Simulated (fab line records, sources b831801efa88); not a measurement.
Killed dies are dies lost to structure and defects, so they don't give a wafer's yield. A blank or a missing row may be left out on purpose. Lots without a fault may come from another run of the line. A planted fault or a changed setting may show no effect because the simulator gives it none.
Chamber matching | flow gf180mcu | GF_V1_CMP_04 on cmp-02: 4 sister chambers
The step polishes SiO2. 4 wafers are shown with their chamber, then 9 later ones without.

WAFERS WITH THEIR CHAMBER
wafer  | chamber | motor_current_A (A)
L389.3 | 3       | 13.7
L395.3 | 2       | 10.6
L395.5 | 0       | 10.0
L395.6 | 1       | 15.0

WAFERS WITHOUT THEIR CHAMBER
wafer  | motor_current_A (A)
L396.1 | 10.4
L396.2 | 13.3
L396.6 | 14.0
L399.2 | 10.5
L399.4 | 9.6
L399.5 | 10.8
L400.1 | 9.5
L400.3 | 13.8
L400.5 | 10.3

WHICH CHAMBER EACH WENT THROUGH
wafer  | from the rows above     | in truth
L396.1 | can't be placed: 2 or 0 | 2
L396.2 | 3                       | 3
L396.6 | 3                       | 3
L399.2 | can't be placed: 2 or 0 | 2
L399.4 | can't be placed: 0 or 2 | 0
L399.5 | can't be placed: 2 or 0 | 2
L400.1 | can't be placed: 0 or 2 | 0
L400.3 | 3                       | 3
L400.5 | can't be placed: 2 or 0 | 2
Placed correctly: 3 of 9. Can't be placed from these rows: 6 (the true chamber is among the candidates in 6). Placed wrongly: 0.
How it was worked out, from the rows above alone: a wafer's distance from a chamber is the root of the sum, over the readings, of the square of ((its reading less the chamber's mean) divided by the reading's scatter). The wafer belongs to the nearest chamber; if the next one is less than 2 further off, it can't be placed. A chamber's mean is the mean of its shown wafers. The scatter: with one shown wafer a chamber, the root of the mean of the squares of how far each hidden wafer lies from its nearest shown one.
